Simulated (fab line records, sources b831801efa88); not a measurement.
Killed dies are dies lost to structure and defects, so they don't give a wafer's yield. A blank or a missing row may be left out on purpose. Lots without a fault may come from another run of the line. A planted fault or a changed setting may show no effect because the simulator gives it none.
Problem report in the 8D (eight disciplines) form, filled by code | flow gf180mcu | the parts of the form that need people (team, actions taken, sign-off) are left out

1. THE PROBLEM
run_length_s at GF_STI_ETCH_14 reads a mean of 82.2 s on 2 wafers of 2 lots; wafers without a fault read 131.0 s with a standard deviation of 0.43. That is -99 or more standard deviations from the usual mean.
The step: etches Si in HBr/Cl2/O2, target depth 360 nm, time 102.9 s.
First seen on wafer L733.2, day 3 09:40, on rie_si-02. The record holds 42 wafers of 14 lots with a number at this step. Rule for "out", or "out of limits": more than 4 standard deviations from the usual mean. The other wafers with a number count as sound.

2. WHAT IT IS AND WHAT IT IS NOT
question                    | is               | is not
which readings at this step | run_length_s     | HBr_flow_sccm, drypump_motor_current_A, oes_product_au, throttle_valve_pct
which lots                  | L733, L734       | L727, L728, L730, L731, L742, L743, L744, L745, L747, L748, L749, L750
which wafers of those lots  | L733.2, L734.1   | L733.3, L733.6, L734.4, L734.6
read on which tools         | rie_si-02        | rie_si-01
when                        | from day 3 09:40 | up to then (14 sound wafers); but 26 sound wafers of L734, L742, L743, L744, L745, L747, L748, L749, L750 came after

3. SUSPECTS, AND WHAT RULES EACH OUT
Counting: a tool at a process step up to the reading stays a suspect if it ran every lot that is out. Sound lots after the first of them don't rule it out here, since some wafers of a struck lot are sound.
- rie_si-02 at GF_STI_ETCH_14 (etches Si in HBr/Cl2/O2, target depth 360 nm, time 102.9 s): kept. It ran every lot that is out, first L733 (day 3 09:40); its last sound lot up to then is L731 (day 2 22:04). Its own readings are out on those wafers: run_length_s.
- Within rie_si-02 at GF_STI_ETCH_14: the wafers that are out ran in chamber 0; their sound lot-mates ran in chambers 2, 3.
Left after counting: rie_si-02 at GF_STI_ETCH_14.

4. THE CAUSE (what the simulator had put in)
Process parameter drift: rie_si-02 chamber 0, from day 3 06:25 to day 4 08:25, at GF_STI_ETCH_14. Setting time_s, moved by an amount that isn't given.
Counting left only this tool.

5. THE CHAIN OF EFFECTS, in route order
Each row: a reading whose mean over the struck wafers that have a number lies more than 3 standard deviations from the usual. Only readings for which the record gives a usual standard deviation are gone through. hours: the time from each lot's start at the first step in this table that gives one to its start at this step, as a median over the lots. sigmas: the change in usual standard deviations.
hours | step            | reading                  | usual      | on struck wafers | change | sigmas
0     | GF_STI_ETCH_14  | run_length_s             | 131.0 s    | 82.2             | -48.8  | -99 or more
0     | GF_STI_STRIP_15 | oes_product_au           | 0.383 a.u. | 0.404            | +0.021 | +4.6
0     | GF_STI_STRIP_15 | strip_time_to_endpoint_s | 3.72 s     | 4.30             | +0.58  | +15
The process steps in it:
- GF_STI_ETCH_14: etches Si in HBr/Cl2/O2, target depth 360 nm, time 102.9 s.
- GF_STI_STRIP_15: strips in O2/N2.
Later measuring or inspecting steps at which every struck wafer that the step has a row for has a number for every such reading, and none has moved that far: GF_VT_IMPLANT_OVL_MEAS_29, GF_POLY_GATE_OVL_MEAS_11.

6. WHAT WOULD HAVE CAUGHT IT SOONER
In this record the first reading out of limits was taken at day 3 09:40, 3 hours after the fault began at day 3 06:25.
